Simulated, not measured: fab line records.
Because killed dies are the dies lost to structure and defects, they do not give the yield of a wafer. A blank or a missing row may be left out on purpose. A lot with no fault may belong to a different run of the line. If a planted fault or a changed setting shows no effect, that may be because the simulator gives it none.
Problem report, 8D (eight disciplines) form, completed by code || flow sky130 || the parts of the form that need people (team, actions taken, sign-off) are left out

## 1. PROBLEM STATEMENT
Mean VIA4_HDPCVD_THK at SKY_VIA4_THK_MEAS_01: 2098 nm over 2 wafers in 2 lots; fault-free wafers: 1747 nm, standard deviation 18. Relative to the usual mean, that is a shift of +20 standard deviations.
Seen first at day 46 18:45 on film metro-04, wafer L960.2. The record has a number at this step for 33 wafers belonging to 11 lots. Rule for "out", or "out of limits": more than 4 standard deviations from the usual mean. All remaining wafers that have a number are taken as sound.

## 2. WHAT THIS IS AND IS NOT
{"question": "which readings at this step", "is": "VIA4_HDPCVD_THK", "is not": "-"}
{"question": "which lots", "is": "L960, L961", "is not": "L941, L942, L943, L947, L950, L951, L954, L955, L963"}
{"question": "which wafers of those lots", "is": "L960.2, L961.1", "is not": "L960.1, L960.6, L961.2, L961.4"}
{"question": "read on which gauges", "is": "film metro-01, film metro-04", "is not": "film metro-03"}
{"question": "when", "is": "from day 46 18:45", "is not": "up to then (26 sound wafers); but 5 sound wafers of L961, L963 came after"}

## 3. WHAT RULES OUT EACH SUSPECT
Counting: if a tool at a process step up to the reading ran every lot that is out, it stays a suspect. Sound lots after the first of them don't rule it out here, since some wafers of a struck lot are sound.
- the gauge at SKY_VIA4_THK_MEAS_01 has been ruled out. The wafers that are out were read on 2 gauges (film metro-01, film metro-04).
- hdpcvd-02 at SKY_VIA4_HDPCVD_00 (deposits SiO2, target thk 1750 nm, time 291.7 s): kept. Ran every lot that is out, first one L960 (day 46 18:34); last sound lot up to then L951 (day 44 07:03). Out on those wafers are its own readings of sih4 flow sccm.
- At SKY_VIA4_HDPCVD_00, inside hdpcvd-02: chamber 2 took the wafers that are out, while their sound lot-mates went through chambers 0, 1.
Remaining after the count: hdpcvd-02 at SKY_VIA4_HDPCVD_00.

## 4. THE CAUSE (what the simulator had put in)
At SKY_VIA4_HDPCVD_00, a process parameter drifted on hdpcvd-02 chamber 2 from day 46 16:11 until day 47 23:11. From 60, the setting sih4 flow sccm moved by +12. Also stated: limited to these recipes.
This tool alone remained once counting was done.

## 5. THE CHAIN OF EFFECTS, in route order
Rows list readings where the struck wafers' mean (over those with a number) sits beyond 3 standard deviations from the usual. Scope: only readings with a usual standard deviation given in the record; hours: median across lots of the time from each lot's start at the first step in this table that gives one to its start at this step; sigmas: change in usual standard deviations.
{"hours": 0, "step": "SKY_VIA4_HDPCVD_00", "reading": "sih4 flow sccm", "usual": "60.00 sccm", "on struck wafers": 72.16, "change": "+12.16", "sigmas": "+61"}
{"hours": 0, "step": "SKY_VIA4_THK_MEAS_01", "reading": "VIA4_HDPCVD_THK", "usual": "1747 nm", "on struck wafers": 2098, "change": "+352", "sigmas": "+20"}
The process steps in it:
- SKY_VIA4_HDPCVD_00: deposits SiO2, target thk 1750 nm, time 291.7 s.
Later steps that measure or inspect, where all struck wafers having a row at the step show a number for every such reading and not one has moved that far: SKY_VIA4_THK_MEAS_20.

## 6. WHAT WOULD HAVE CAUGHT IT SOONER
Counted from the fault's start at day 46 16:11, it took 3 hours until the first out-of-limits reading at a measuring or inspecting step in this record, taken at day 46 18:45.
At SKY_VIA4_HDPCVD_00, the tool's own readings (sih4 flow sccm) were out on each struck wafer the step has a row for, so an alarm limit on them would have fired on the first such wafer.
Of the lots that are out (2), L961 began SKY_VIA4_HDPCVD_00 on hdpcvd-02 after day 46 18:45. Holding the tool at that time would have saved it.
